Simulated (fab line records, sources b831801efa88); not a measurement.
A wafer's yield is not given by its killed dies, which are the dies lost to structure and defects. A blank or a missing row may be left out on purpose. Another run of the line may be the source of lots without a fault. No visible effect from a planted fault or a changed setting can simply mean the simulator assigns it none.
fab line records	flow sky130
[record] lots = 11	wafers = 33	last-day = 47
route steps=708 shown VT_ADJUST_LVTN@104 VT_ADJUST_PCH@150 POLY_GATE@205
lots with no fault: from the same line, run without faults
start-h: the number of hours between the record's first day and the start of the first shown wafer of the lot	wait-h: how many hours have passed since the lot's step before this one	" the same as in the row above	L1.1+2: several wafers, shown together as one row	- no value, or no start given	* or withheld: withheld	< > ~ a bound
route shown NAME@n: names a module that has steps shown in the file, with the first one's number in the route	usual: the fault-free wafers' mean and standard deviation	same: alike in all rows	chamber/n: place in a boat	sites: per-site readings	_std_site: standard deviation of those values	_edge_site: inner sites' mean taken away from outer sites' mean	radius-mm: for every site, how far away it sits from the centre of the wafer	mask NAME#n: copy n	behind: tool/chamber where the wafer was last shaped	hold: why the lot was held/for how many hours/how that ended	device: transistor that didn't switch, given as n, p or np	end of line: at the end of the route, the tests of the same wafers	step lacking rows: just its recipe	killed: dies lost to structure and defects at the first sort, not the wafer's yield	map: a wafer's dies, x killed, . not, _ none there
set.NAME: setting as actually run; set.NAME@STEP: the setting as run at that earlier step	model.NAME: the simulator's own value behind a step, which no gauge read
one table for each step of the route and one row for each wafer, over a sample of lots
services: from which hour (start-h, from the record's first day; less than 0 if before it) a tool's chamber was out of use, for how many hours, and why
[[steps]]
[step SKY_VT_ADJUST_LVTN_OVL_MEAS_07]
[usual] VT_ADJUST_LVTN_OVL = 0.3/1.5
lot.wafer	tool	chamber	start-h	wait-h	VT_ADJUST_LVTN_OVL[nm]
L296.1	overlay-01	-	143.83	-	-2.5
L296.3	"	-	"	"	1.1
L296.5	"	-	"	"	-1.0
L297.1	overlay-01	-	149.23	-	1.8
L297.2	"	-	"	"	-0.5
L297.4	"	-	"	"	1.5
L298.2	overlay-02	-	155.14	-	-1.3
L298.5	"	-	"	"	-1.4
L298.6	"	-	"	"	0.2
L299.3	overlay-01	-	158.99	-	-1.0
L299.5	"	-	"	"	0.3
L299.6	"	-	"	"	2.1
L301.1	overlay-02	-	169.83	-	1.5
L301.3	"	-	"	"	-1.1
L301.5	"	-	"	"	-1.9
L300.4	overlay-01	-	172.45	-	0.7
L300.5	"	-	"	"	-0.6
L300.6	"	-	"	"	-0.4
L302.1	overlay-02	-	181.38	-	0.2
L302.4	"	-	"	"	-0.6
L302.6	"	-	"	"	-1.0
L303.1	overlay-02	-	187.68	-	1.0
L303.3	"	-	"	"	0.5
L303.6	"	-	"	"	-1.2
L304.2	overlay-02	-	195.94	-	1.9
L304.3	"	-	"	"	0.3
L304.4	"	-	"	"	-0.1
L305.1	overlay-02	-	202.34	-	2.1
L305.4	"	-	"	"	2.7
L305.6	"	-	"	"	1.4
L306.4	overlay-01	-	216.70	-	1.5
L306.5	"	-	"	"	1.9
L306.6	"	-	"	"	-1.5
[step SKY_VT_ADJUST_PCH_OVL_MEAS_07]
[usual] VT_ADJUST_PCH_OVL = 0.2/1.6
lot.wafer	tool	chamber	start-h	wait-h	VT_ADJUST_PCH_OVL[nm]
L296.1	overlay-02	-	227.29	-	0.5
L296.3	"	-	"	"	0.1
L296.5	"	-	"	"	-1.9
L297.1	overlay-01	-	234.38	-	-1.7
L297.2	"	-	"	"	0.2
L297.4	"	-	"	"	0.4
L298.2	overlay-01	-	242.44	-	-3.3
L298.5	"	-	"	"	-2.1
L298.6	"	-	"	"	-2.2
L299.3	overlay-02	-	246.00	-	0.4
L299.5	"	-	"	"	-1.6
L299.6	"	-	"	"	-1.1
L301.1	overlay-01	-	257.28	-	0.4
L301.3	"	-	"	"	1.3
L301.5	"	-	"	"	-0.6
L300.4	overlay-01	-	261.45	-	4.6
L300.5	"	-	"	"	3.7
L300.6	"	-	"	"	3.5
L302.1	overlay-02	-	270.58	-	1.2
L302.4	"	-	"	"	0.6
L302.6	"	-	"	"	-0.3
L303.1	overlay-02	-	280.03	-	0.9
L303.3	"	-	"	"	-0.1
L303.6	"	-	"	"	0.3
L304.2	overlay-01	-	296.44	-	3.6
L304.3	"	-	"	"	-1.1
L304.4	"	-	"	"	0.4
L305.1	overlay-01	-	297.34	-	0.9
L305.4	"	-	"	"	-0.9
L305.6	"	-	"	"	-0.9
L306.4	overlay-02	-	312.90	-	1.0
L306.5	"	-	"	"	2.7
L306.6	"	-	"	"	2.0
[step SKY_VT_ADJUST_PCH_IMPLANT_08]
[recipe] species = B	energy-kev = 10	dose-cm2 = 5e+11	tilt-deg = withheld
[usual] beam-energy-keV = 10.001/0.0027	beam-on-s = 10.00/0.23	implant-ion-amu = 11/0
lot.wafer	tool	chamber	start-h	wait-h	beam-energy-keV	beam-on-s	implant-ion-amu
L296.1	implanter-01	0	227.32	0.0	10.004	9.59	11
L296.3	"	0	"	"	10.005	10.38	11
L296.5	"	0	"	"	10.000	9.85	11
L297.1	implanter-04	0	234.42	0.0	9.9962	9.99	11
L297.2	"	0	"	"	9.9969	9.86	11
L297.4	"	0	"	"	10.001	9.70	11
L298.2	implanter-04	0	242.49	0.0	10.004	9.91	11
L298.5	"	0	"	"	9.9995	9.89	11
L298.6	"	0	"	"	10.003	9.99	11
L299.3	implanter-03	0	246.07	0.1	10.007	9.97	11
L299.5	"	0	"	"	10.001	10.09	11
L299.6	"	0	"	"	10.003	10.21	11
L301.1	implanter-01	0	257.32	0.0	9.9976	9.84	11
L301.3	"	0	"	"	9.9961	10.18	11
L301.5	"	0	"	"	9.9979	9.90	11
L300.4	implanter-04	0	261.54	0.1	10.001	10.18	11
L300.5	"	0	"	"	9.9986	10.03	11
L300.6	"	0	"	"	10.001	10.05	11
L302.1	implanter-01	0	270.62	0.0	9.9971	9.63	11
L302.4	"	0	"	"	10.002	9.67	11
L302.6	"	0	"	"	10.003	10.39	11
L303.1	implanter-03	0	280.07	0.0	10.004	9.96	49
L303.3	"	0	"	"	10.002	9.97	49
L303.6	"	0	"	"	10.003	10.11	49
L304.2	implanter-04	0	296.49	0.0	9.9997	10.19	49
L304.3	"	0	"	"	10.004	9.97	49
L304.4	"	0	"	"	9.9990	10.36	49
L305.1	implanter-04	0	297.37	0.0	10.003	10.35	49
L305.4	"	0	"	"	10.001	9.82	49
L305.6	"	0	"	"	9.9942	10.20	49
L306.4	implanter-01	0	313.00	0.1	9.9975	10.24	49
L306.5	"	0	"	"	10.008	10.15	49
L306.6	"	0	"	"	9.9998	9.99	49
[step SKY_VT_ADJUST_PCH_TW_MEAS_10]
[usual] VT_ADJUST_PCH_TW = 142.0/1.4
lot.wafer	tool	chamber	start-h	wait-h	VT_ADJUST_PCH_TW
L296.1	film-metro-03	-	227.57	0.1	140.8
L296.3	"	-	"	"	140.2
L296.5	"	-	"	"	141.3
L297.1	film-metro-04	-	234.67	0.1	141.9
L297.2	"	-	"	"	142.8
L297.4	"	-	"	"	142.9
L298.2	film-metro-02	-	242.73	0.1	143.2
L298.5	"	-	"	"	143.6
L298.6	"	-	"	"	143.6
L299.3	film-metro-02	-	246.29	0.1	143.3
L299.5	"	-	"	"	143.3
L299.6	"	-	"	"	143.1
L301.1	film-metro-03	-	257.57	0.1	140.5
L301.3	"	-	"	"	141.2
L301.5	"	-	"	"	140.4
L300.4	film-metro-03	-	261.75	0.1	140.6
L300.5	"	-	"	"	140.1
L300.6	"	-	"	"	140.9
L302.1	film-metro-04	-	270.87	0.1	144.5
L302.4	"	-	"	"	143.9
L302.6	"	-	"	"	143.7
L303.1	film-metro-04	-	280.32	0.1	204.0
L303.3	"	-	"	"	203.6
L303.6	"	-	"	"	203.4
L304.2	film-metro-02	-	296.73	0.1	200.8
L304.3	"	-	"	"	202.3
L304.4	"	-	"	"	201.0
L305.1	film-metro-02	-	297.62	0.1	202.8
L305.4	"	-	"	"	202.2
L305.6	"	-	"	"	202.9
L306.4	film-metro-03	-	313.20	0.1	198.6
L306.5	"	-	"	"	198.6
L306.6	"	-	"	"	200.1
[step SKY_POLY_GATE_THK_MEAS_01]
[recipe] reads = poly-Si_of_POLY_GATE_CVD_00
[usual] POLY_GATE_CVD_00_THK = 179.4/2.1
lot.wafer	tool	chamber	start-h	wait-h	POLY_GATE_CVD_00_THK[nm]
L296.1	film-metro-03	-	316.27	0.0	175.9
L296.3	"	-	"	"	177.5
L296.5	"	-	"	"	177.2
L297.1	film-metro-02	-	322.17	0.0	177.5
L297.2	"	-	"	"	178.6
L297.4	"	-	"	"	178.4
L298.2	film-metro-04	-	330.73	0.0	175.0
L298.5	"	-	"	"	175.2
L298.6	"	-	"	"	174.6
L299.3	film-metro-02	-	334.68	0.0	179.2
L299.5	"	-	"	"	179.9
L299.6	"	-	"	"	178.7
L301.1	film-metro-04	-	342.67	0.0	181.1
L301.3	"	-	"	"	181.9
L301.5	"	-	"	"	180.7
L300.4	film-metro-03	-	349.99	0.0	178.8
L300.5	"	-	"	"	179.0
L300.6	"	-	"	"	178.1
L302.1	film-metro-02	-	362.12	0.0	176.8
L302.4	"	-	"	"	177.8
L302.6	"	-	"	"	177.5
L303.1	film-metro-04	-	373.07	0.0	182.7
L303.3	"	-	"	"	182.1
L303.6	"	-	"	"	181.0
L305.1	film-metro-02	-	393.05	0.0	179.3
L305.4	"	-	"	"	180.2
L305.6	"	-	"	"	179.6
L304.2	film-metro-04	-	393.06	0.0	180.3
L304.3	"	-	"	"	180.5
L304.4	"	-	"	"	179.8
L306.4	film-metro-02	-	407.85	0.0	177.9
L306.5	"	-	"	"	176.8
L306.6	"	-	"	"	177.0
[[services]]
tool	chamber	start-h	hours	kind
implanter-04	-	232.80	1.5	repair
implanter-01	-	245.29	1.1	repair
implanter-03	-	246.34	3.7	pm
implanter-04	-	270.71	5.6	repair
implanter-01	-	297.10	2.4	repair
[[key]]
[first-sign] step = SKY_VT_ADJUST_PCH_IMPLANT_08	reading = implant-ion-amu	direction = up	sigmas = 99+	usual = 11	struck = 49
[effect] step = SKY_VT_ADJUST_PCH_TW_MEAS_10	reading = VT_ADJUST_PCH_TW	direction = up	sigmas = 42	usual = 142.0	struck = 201.7
met-at SKY_VT_ADJUST_PCH_IMPLANT_08
struck-lots L303,L304,L305,L306
tester-left-out L303,L304,L305,L306
not-acting-at SKY_VT_ADJUST_LVTN_OVL_MEAS_07,SKY_VT_ADJUST_PCH_OVL_MEAS_07,SKY_POLY_GATE_THK_MEAS_01
onset-between 270.62 280.07
[fault] kind = wrong-recipe-download	tool = implanter-01,implanter-03,implanter-04	chamber = -	onset-h = 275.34	steps = SKY_VT_ADJUST_PCH_IMPLANT_08	wrong-recipe.not-listed = 1
// tester-left-out: of these lots the tester's yield and bins aren't shown, on N5 and GAA mostly nor the transistor test; their killed dies are dies lost to structure and defects alone, not to doping, threshold or leakage, so they don't give the yield
